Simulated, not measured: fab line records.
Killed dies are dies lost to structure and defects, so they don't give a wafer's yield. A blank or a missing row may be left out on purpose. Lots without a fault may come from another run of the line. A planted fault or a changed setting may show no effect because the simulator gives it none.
Chamber matching -- flow gf180mcu -- GF_V2_CVD_02 on pecvd-03: 3 sister chambers
The step deposits SiO2 from TEOS, target thk 850 nm, time 94.851 s. 14 wafers are shown with their chamber, then 7 later ones without.

== WAFERS WITH THEIR CHAMBER ==
wafer,chamber,heaterPowerW (W)
L075.1,0,658
L075.2,2,590
L075.3,1,740
L075.4,0,718
L075.5,2,625
L075.6,1,790
L082.1,1,671
L082.3,1,736
L082.5,0,698
L086.1,0,712
L086.4,2,591
L086.5,1,768
L094.1,1,681
L094.2,2,608

SIGNATURES (means of the wafers above)
reading,chamber 0,chamber 1,chamber 2,scatter within a chamber
heaterPowerW,696.50,731.00,603.50,35.8
Rule: a wafer lies at a distance from a chamber equal to the root of the sum of squares, over the readings, of (its reading less the chamber's mean, divided by the reading's scatter). The wafer belongs to the nearest chamber; if the next one is less than 2 further off, it can't be placed. How the scatter is found: for the shown wafers, subtract from each reading the mean of its chamber, square and add these, divide the total by (wafers less chambers), then take the root.

== WAFERS WITHOUT THEIR CHAMBER ==
wafer,heaterPowerW (W)
L094.4,776
L096.1,741
L096.2,589
L096.3,813
L096.4,656
L096.5,605
L096.6,777

== WHICH CHAMBER EACH WENT THROUGH ==
wafer,from the rows above,in truth
L094.4,can't be placed: 1 or 0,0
L096.1,can't be placed: 1 or 0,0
L096.2,2,2
L096.3,can't be placed: 1 or 0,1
L096.4,can't be placed: 0 or 2 or 1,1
L096.5,2,2
L096.6,can't be placed: 1 or 0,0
Correct placement for 2 of the 7. Unplaceable from these rows: 5, with the true chamber sitting among the candidates in 5. 0 placed wrongly.
